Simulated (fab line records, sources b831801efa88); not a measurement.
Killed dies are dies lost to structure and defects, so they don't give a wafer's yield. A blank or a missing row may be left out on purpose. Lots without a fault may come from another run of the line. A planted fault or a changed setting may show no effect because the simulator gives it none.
fab line records | flow sky130
record lots=12 wafers=36 last_day=50
route steps=708 shown FIELD_ISO@26 PWDE@55 NWELL@66 VT_ADJUST_LVTN@106
lots that met no fault: from a run of the same line without faults
start_h: hours from the record's first day to the start of the lot's first wafer shown | wait_h: hours since the lot's step before | " the same as in the row above | L1.1+2: a row that stands for several wafers | - no value, or no start given | * or withheld: withheld | < > ~ a bound
route shown NAME@n: a module of which the file shows steps, and the number in the route of the first | usual: mean/standard deviation of fault-free wafers | same: alike in all rows | chamber/n: place in a boat | sites: the reading at each site | _std_site: their standard deviation | _edge_site: outer sites' mean less inner sites' | radius_mm: how far each site lies from the wafer's centre | mask NAME#n: copy n | behind: the tool/chamber that last shaped the wafer | hold: why the lot was held/for how many hours/how that ended | device: the transistor (n, p or np) that didn't switch | end of line: the same wafers' tests at the end of the route | a step without rows: its recipe alone | killed: dies lost to structure and defects at the first sort, not the wafer's yield | map: a wafer's dies, x killed, . not, _ none there
set.NAME: the setting as run; set.NAME@STEP: as run at that earlier step | model.NAME: the simulator's own value behind a step, which no gauge read
steps of the route over a sample of lots; a table a step, a row a wafer
services: from which hour (start_h, from the record's first day; less than 0 if before it) a tool's chamber was out of use, for how many hours, and why
## steps
# step SKY_FIELD_ISO_THK_MEAS_25
# recipe reads=SiO2_of_FIELD_ISO_CVD_24
# usual FIELD_ISO_CVD_24_THK=590/6.6
# columns lot.wafer tool chamber start_h wait_h FIELD_ISO_CVD_24_THK[nm]
L996.2 film_metro-01 - 32.27 0.0 595
L996.3 " - " " 580
L996.4 " - " " 580
L997.1 film_metro-04 - 42.10 0.1 601
L997.2 " - " " 591
L997.3 " - " " 595
L998.1 film_metro-04 - 42.17 0.1 593
L998.3 " - " " 589
L998.5 " - " " 596
L101.4 film_metro-01 - 62.42 0.0 598
L101.5 " - " " 589
L101.6 " - " " 596
L102.3 film_metro-01 - 63.53 0.1 584
L102.4 " - " " 583
L102.5 " - " " 580
L104.1 film_metro-04 - 76.53 0.0 584
L104.3 " - " " 592
L104.4 " - " " 579
L109.3 film_metro-01 - 100.73 0.1 586
L109.4 " - " " 582
L109.5 " - " " 595
L111.3 film_metro-02 - 109.38 0.1 595
L111.4 " - " " 592
L111.6 " - " " 583
L113.1 film_metro-01 - 118.26 0.0 599
L113.2 " - " " 582
L113.3 " - " " 586
L114.1 film_metro-01 - 125.04 0.0 600
L114.2 " - " " 581
L114.6 " - " " 588
L115.1 film_metro-04 - 130.99 0.0 586
L115.2 " - " " 607
L115.5 " - " " 590
L119.2 film_metro-01 - 154.29 0.0 598
L119.4 " - " " 585
L119.5 " - " " 591
# step SKY_PWDE_TW_MEAS_10
# usual PWDE_TW=373/4.1
# columns lot.wafer tool chamber start_h wait_h PWDE_TW
L996.2 film_metro-03 - 81.63 0.1 373
L996.3 " - " " 374
L996.4 " - " " 372
L997.1 film_metro-03 - 89.74 0.1 372
L997.2 " - " " 370
L997.3 " - " " 372
L998.1 film_metro-02 - 90.09 0.1 371
L998.3 " - " " 371
L998.5 " - " " 371
L101.4 film_metro-01 - 100.60 0.1 377
L101.5 " - " " 377
L101.6 " - " " 379
L102.3 film_metro-02 - 105.01 0.1 371
L102.4 " - " " 369
L102.5 " - " " 366
L104.1 film_metro-01 - 118.89 0.1 376
L104.3 " - " " 377
L104.4 " - " " 375
L109.3 film_metro-01 - 142.46 0.1 377
L109.4 " - " " 376
L109.5 " - " " 376
L111.3 film_metro-03 - 153.21 0.1 371
L111.4 " - " " 371
L111.6 " - " " 371
L113.1 film_metro-02 - 161.72 0.1 372
L113.2 " - " " 369
L113.3 " - " " 369
L114.1 film_metro-01 - 167.89 0.1 380
L114.2 " - " " 378
L114.6 " - " " 378
L115.1 film_metro-02 - 174.14 0.1 368
L115.2 " - " " 370
L115.5 " - " " 369
L119.2 film_metro-02 - 208.10 0.1 367
L119.4 " - " " 365
L119.5 " - " " 365
# step SKY_NWELL_IMPLANT_13
# recipe species=P energy_kev=50 dose_cm2=7e+11 tilt_deg=withheld
# usual dose_ions_cm2=6.998e+11/7.5e+08 faraday_current_uA=3.94/0.085
# columns lot.wafer tool chamber start_h wait_h dose_ions_cm2 faraday_current_uA
L996.2 implanter-04 0 99.97 0.1 6.992e+11 3.80
L996.3 " 0 " " 6.992e+11 4.12
L996.4 " 0 " " 6.998e+11 3.94
L997.1 implanter-02 0 107.54 0.1 7.008e+11 3.93
L997.2 " 0 " " 7.01e+11 4.10
L997.3 " 0 " " 7.005e+11 3.97
L998.1 implanter-01 0 108.19 0.1 6.993e+11 4.08
L998.3 " 0 " " 7.003e+11 3.87
L998.5 " 0 " " 6.992e+11 4.00
L101.4 implanter-04 0 119.31 0.1 7.007e+11 3.95
L101.5 " 0 " " 7.006e+11 3.99
L101.6 " 0 " " 7.002e+11 4.09
L102.3 implanter-02 0 124.19 0.1 6.992e+11 4.00
L102.4 " 0 " " 6.994e+11 4.06
L102.5 " 0 " " 6.983e+11 3.79
L104.1 implanter-02 0 137.68 0.1 6.997e+11 3.90
L104.3 " 0 " " 6.996e+11 3.94
L104.4 " 0 " " 6.998e+11 3.86
L109.3 implanter-04 0 161.49 0.1 4.695e+11 2.71
L109.4 " 0 " " 4.693e+11 2.69
L109.5 " 0 " " 4.696e+11 2.72
L111.3 implanter-04 0 171.69 0.1 4.682e+11 2.68
L111.4 " 0 " " 4.691e+11 2.56
L111.6 " 0 " " 4.683e+11 2.55
L113.1 implanter-04 0 181.28 0.1 4.688e+11 2.55
L113.2 " 0 " " 4.698e+11 2.83
L113.3 " 0 " " 4.689e+11 2.68
L114.1 implanter-01 0 188.84 0.1 6.995e+11 3.96
L114.2 " 0 " " 6.998e+11 4.01
L114.6 " 0 " " 6.997e+11 4.07
L115.1 implanter-01 0 195.19 0.1 6.991e+11 4.01
L115.2 " 0 " " 6.992e+11 3.90
L115.5 " 0 " " 6.992e+11 3.93
L119.2 implanter-02 0 229.62 0.1 6.998e+11 4.01
L119.4 " 0 " " 6.987e+11 3.81
L119.5 " 0 " " 6.997e+11 4.03
# step SKY_NWELL_RS_MEAS_29
# recipe thk_meas_gauge=four-point-probe
# usual NWELL_RS=625.0/1.5
# columns lot.wafer tool chamber start_h wait_h NWELL_RS[ohm/sq]
L996.2 film_metro-02 - 118.77 0.1 623.4
L996.3 " - " " 623.6
L996.4 " - " " 623.8
L997.1 film_metro-02 - 125.99 0.1 622.1
L997.2 " - " " 622.8
L997.3 " - " " 622.4
L998.1 film_metro-02 - 127.46 0.1 626.6
L998.3 " - " " 627.3
L998.5 " - " " 626.5
L101.4 film_metro-03 - 138.90 0.1 624.1
L101.5 " - " " 625.1
L101.6 " - " " 625.0
L102.3 film_metro-03 - 144.03 0.1 625.4
L102.4 " - " " 625.8
L102.5 " - " " 627.0
L104.1 film_metro-02 - 157.06 0.1 625.0
L104.3 " - " " 623.5
L104.4 " - " " 623.5
L109.3 film_metro-01 - 180.74 0.1 633.4
L109.4 " - " " 632.6
L109.5 " - " " 630.9
L111.3 film_metro-01 - 192.79 0.1 633.4
L111.4 " - " " 636.2
L111.6 " - " " 634.6
L113.1 film_metro-03 - 202.70 0.1 632.1
L113.2 " - " " 631.4
L113.3 " - " " 631.6
L114.1 film_metro-02 - 211.24 0.1 624.1
L114.2 " - " " 624.8
L114.6 " - " " 625.2
L115.1 film_metro-03 - 216.86 0.1 624.8
L115.2 " - " " 625.3
L115.5 " - " " 624.0
L119.2 film_metro-02 - 253.52 0.1 624.0
L119.4 " - " " 624.0
L119.5 " - " " 625.1
# step SKY_VT_ADJUST_LVTN_STRIP_09
# recipe chemistry=O2/N2 power_w=1400 pressure_mtorr=1500 platen_temp_c=withheld o2_flow_sccm=3000 n2_flow_sccm=300 overash_fraction=0.5
# usual chamber_pressure_mTorr=1500.0/1.4 drypump_motor_current_A=5.58/0.18 oes_product_au=0.723/0.0048 strip_time_to_endpoint_s=36.90/0.096
# columns lot.wafer tool chamber start_h wait_h chamber_pressure_mTorr drypump_motor_current_A oes_product_au rf_hours_counter_h strip_time_to_endpoint_s
L996.2 plasma_asher-04 1 156.93 0.1 1499.7 5.94 0.718 35 36.82
L996.3 " 1 " " 1499.5 5.93 0.713 - 36.79
L996.4 " 0 " " 1500.6 5.58 0.729 - 37.05
L997.1 plasma_asher-02 1 163.94 0.1 1497.4 5.39 0.721 46 36.94
L997.2 " 0 " " 1498.8 5.47 0.728 46 36.71
L997.3 " 0 " " 1500.4 5.47 0.730 - 36.90
L998.1 plasma_asher-02 1 165.28 0.1 1498.2 5.39 0.722 46 37.08
L998.3 " 1 " " 1496.6 5.38 0.721 - 37.05
L998.5 " 1 " " 1502.3 5.39 0.733 - 37.08
L101.4 plasma_asher-03 1 177.21 0.1 1501.6 5.46 0.726 - 36.92
L101.5 " 0 " " 1498.9 5.48 0.724 - 36.92
L101.6 " 1 " " 1498.3 5.44 0.716 - 37.00
L102.3 plasma_asher-04 1 181.67 0.1 1500.9 5.91 0.721 - 37.00
L102.4 " 0 " " 1502.2 5.61 0.726 - 37.07
L102.5 " 1 " " 1500.2 5.92 0.725 - 37.03
L104.1 plasma_asher-02 1 197.24 0.1 1498.1 5.35 0.724 49 36.87
L104.3 " 0 " " 1500.6 5.47 0.719 - 36.90
L104.4 " 1 " " 1498.7 5.38 0.727 - 36.92
L109.3 plasma_asher-04 1 223.41 0.1 1500.6 5.94 0.729 - 36.83
L109.4 " 0 " " 1499.1 5.57 0.723 - 36.81
L109.5 " 1 " " 1501.1 5.91 0.721 - 36.83
L111.3 plasma_asher-03 0 236.61 0.1 1500.4 5.47 0.721 - 36.71
L111.4 " 1 " " 1500.0 5.44 0.721 - 36.60
L111.6 " 1 " " 1497.5 5.46 0.721 - 36.71
L113.1 plasma_asher-03 0 248.16 0.1 1499.9 5.47 0.716 57 36.93
L113.2 " 1 " " 1499.0 5.44 0.722 57 36.89
L113.3 " 0 " " 1500.5 5.47 0.726 - 36.92
L114.1 plasma_asher-04 1 257.52 0.1 1500.2 5.91 0.727 45 36.81
L114.2 " 0 " " 1501.0 5.59 0.726 45 36.79
L114.6 " 0 " " 1497.2 5.59 0.718 - 36.91
L115.1 plasma_asher-03 1 263.22 0.1 1500.4 5.44 0.725 59 36.78
L115.2 " 0 " " 1500.5 5.43 0.723 59 36.79
L115.5 " 0 " " 1500.4 5.43 0.724 - 36.82
L119.2 plasma_asher-04 1 303.84 0.1 1500.8 5.91 0.725 49 36.99
L119.4 " 0 " " 1498.1 5.57 0.725 - 36.93
L119.5 " 1 " " 1501.3 5.92 0.723 - 36.90
## services
# columns tool chamber start_h hours kind
implanter-04 - 129.16 2.8 pm
implanter-02 - 179.32 2.3 repair
implanter-02 - 213.26 9.4 repair
implanter-01 - 213.33 5.1 pm
implanter-04 - 245.01 7.0 pm
implanter-02 - 246.60 1.7 repair
implanter-04 - 258.48 6.6 repair
implanter-02 - 267.12 3.4 pm
## key
first_sign step=SKY_NWELL_IMPLANT_13 reading=dose_ions_cm2 direction=down sigmas=99+ usual=* struck=*
effect step=SKY_NWELL_IMPLANT_13 reading=faraday_current_uA direction=down sigmas=15 usual=3.94 struck=2.66
effect step=SKY_NWELL_RS_MEAS_29 reading=NWELL_RS direction=up sigmas=5.1 usual=625.0 struck=632.9
met_at SKY_NWELL_IMPLANT_13
struck_lots L109,L111,L113
tester_left_out L109,L111,L113
not_acting_at SKY_FIELD_ISO_THK_MEAS_25,SKY_PWDE_TW_MEAS_10,SKY_VT_ADJUST_LVTN_STRIP_09
onset_between 119.31 161.49
fault kind=process_parameter_drift tool=implanter-04 chamber=- onset_h=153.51 steps=SKY_NWELL_IMPLANT_13 channel=dose_cm2 offset=* shape=step end_h=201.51 acts_in=* stated=*
# tester_left_out: of these lots the tester's yield and bins aren't shown, on N5 and GAA mostly nor the transistor test; their killed dies are dies lost to structure and defects alone, not to doping, threshold or leakage, so they don't give the yield
